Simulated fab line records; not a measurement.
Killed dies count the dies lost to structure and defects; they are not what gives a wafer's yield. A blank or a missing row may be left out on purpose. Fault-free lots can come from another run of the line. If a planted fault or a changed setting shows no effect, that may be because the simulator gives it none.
Comparing a struck lot with a sound one ; flow gf180mcu ; 24 out of 602 route steps
Sound: the wafers L522.1, L522.3, L522.5. Wafers struck: L527.1, L527.3, L527.4. The cause is given at the end.
Per side, at each step with rows, come the tool, then ch with its chambers, and then its first start. Under that, the readings that differ: sound wafers ; struck wafers ; difference of the means ; sigmas: that difference in standard deviations of wafers without a fault.
alike: words and numbers the same on both sides, and readings whose means are apart by under 2 such deviations; not compared: readings that were withheld, readings missing a value for some wafer, numbers with overlapping values and no deviation given by the record, and bounds like >300 which may hide the same value.
A row with sigmas, a row that says differs or no value, or rows on one side alone: a step with any of these is where the two part. When numbers do not overlap yet have no deviation, they are printed without sigmas and do not part them. A reading missing from all wafers of one side parts the sides only when that side holds two or more wafers.

first, 6 steps without rows for these wafers: GF_MIM_HMDS_13 (prime time 60 s); GF_MIM_COAT_14 (resist thk 1000 nm); GF_MIM_SOFTBAKE_15 (time 60 s); GF_MIM_EXPOSE_16 (exposes mask FuseTop, target cd 2000 nm); GF_MIM_PEB_17; GF_MIM_DEVELOP_18 (develop time 60 s).
GF_MIM_METAL_ETCH_19: etches the open film in Cl2/BCl3, stops on Si3N4, target depth 324.5 nm, time 54.1 s.
  sound on rie metal-01 ch 0,1, day 26 06:49; struck on rie metal-04 ch 0,1, day 28 19:54
  alike: drypump motor current A, he backside leak sccm, mfc cl2 sccm, oes product au, throttle valve pct
  not compared: rf hours counter h
GF_MIM_STRIP_20: strips in O2/N2.
  sound on plasma asher-02 ch 0,1, day 26 06:53; struck on plasma asher-03 ch 0,1, day 28 19:58
reading;sound;struck;difference;sigmas
drypump motor current A (A);5.9 6.2 6.2;5.1 5.1 5.5;-0.9;-2
  alike: heater power w, oes product au, strip time to endpoint s
  not compared: rf hours counter h
then, 4 steps without rows for these wafers: GF_MIM_STRIP_21 (strips in post etch residue remover, time 1200 s); GF_MIM_CLEAN_22 (cleans in DIW); GF_M5_DEHYDRATE_00 (time 60 s); GF_M5_HMDS_01 (prime time 60 s).
GF_M5_COAT_02: resist thk 1000 nm.
  sound on litho track-03 ch 0, day 26 17:10; struck on litho track-02 ch 0, day 29 05:27
reading;sound;struck;difference;sigmas
model.KrF_of_M5_COAT_02.thk nm (nm);998.9 1000 997.5;1013 1014 1010;+14;
then, 4 steps without rows for these wafers: GF_M5_SOFTBAKE_03 (time 60 s); GF_M5_EXPOSE_04 (exposes mask Metal5, target cd 280 nm); GF_M5_PEB_05 (peb time 90 s); GF_M5_DEVELOP_06 (develop time 60 s).
GF_M5_CD_MEAS_07 targets a cd of 280 nm.
  sound: cd sem-02 at day 27 03:21; struck: cd sem-01 at day 29 15:11
  alike: cd nm
GF_M5_OVL_MEAS_08:
  sound: overlay-02 at day 27 03:28; struck: overlay-01 at day 29 15:19
  alike: M5_OVL
GF_M5_ETCH_09: etches Si3N4 in CF4/O2, target depth 52 nm, time 11.6 s.
  sound on rie diel-01 ch 0,1, day 27 03:31; struck on rie diel-04 ch 0,1,3, day 29 15:21
  alike: drypump motor current A, oes product au, throttle valve pct
  not compared: rf hours counter h
GF_M5_METAL_ETCH_10: etches the open film in Cl2/BCl3, stops on SiO2, target depth 750.8 nm, time 125.1 s.
  sound on rie metal-04 ch 0,1, day 27 03:32; struck on rie metal-03 ch 0,1, day 29 15:22
reading;sound;struck;difference;sigmas
model.KrF_of_M5_COAT_02.thk nm (nm);652.2 648.4 650.5;664.8 673.3 664.7;+17.2;
  alike: drypump motor current A, he backside leak sccm, mfc cl2 sccm, oes product au, throttle valve pct
  not compared: rf hours counter h
GF_M5_STRIP_11: strips in O2/N2.
  sound on plasma asher-01 ch 1, day 27 03:40; struck on plasma asher-03 ch 0,1, day 29 15:30
reading;sound;struck;difference;sigmas
strip time to endpoint s (s);7.07 7.03 7.04;7.18 7.27 7.19;+0.17;+3
  alike: drypump motor current A, heater power w, oes product au
  not compared: rf hours counter h
then, 1 step without rows for these wafers: GF_M5_STRIP_12 (strips in post etch residue remover, time 1200 s).
-- the record jumps here: 2 days lie between the struck wafers' starts before and after (it left off in module M5 and takes up again in module PASSIVATION, whose first step shown is number 602 of the route) --
GF_PASSIVATION_PROBE_99:
  only the struck wafers here have rows in the record (prober-01, day 32 03:13); the sound ones have none

== WHERE THEY PART ==
First at GF_MIM_STRIP_20; last, within this record, at GF_PASSIVATION_PROBE_99.

WHY: the cause the simulator had injected
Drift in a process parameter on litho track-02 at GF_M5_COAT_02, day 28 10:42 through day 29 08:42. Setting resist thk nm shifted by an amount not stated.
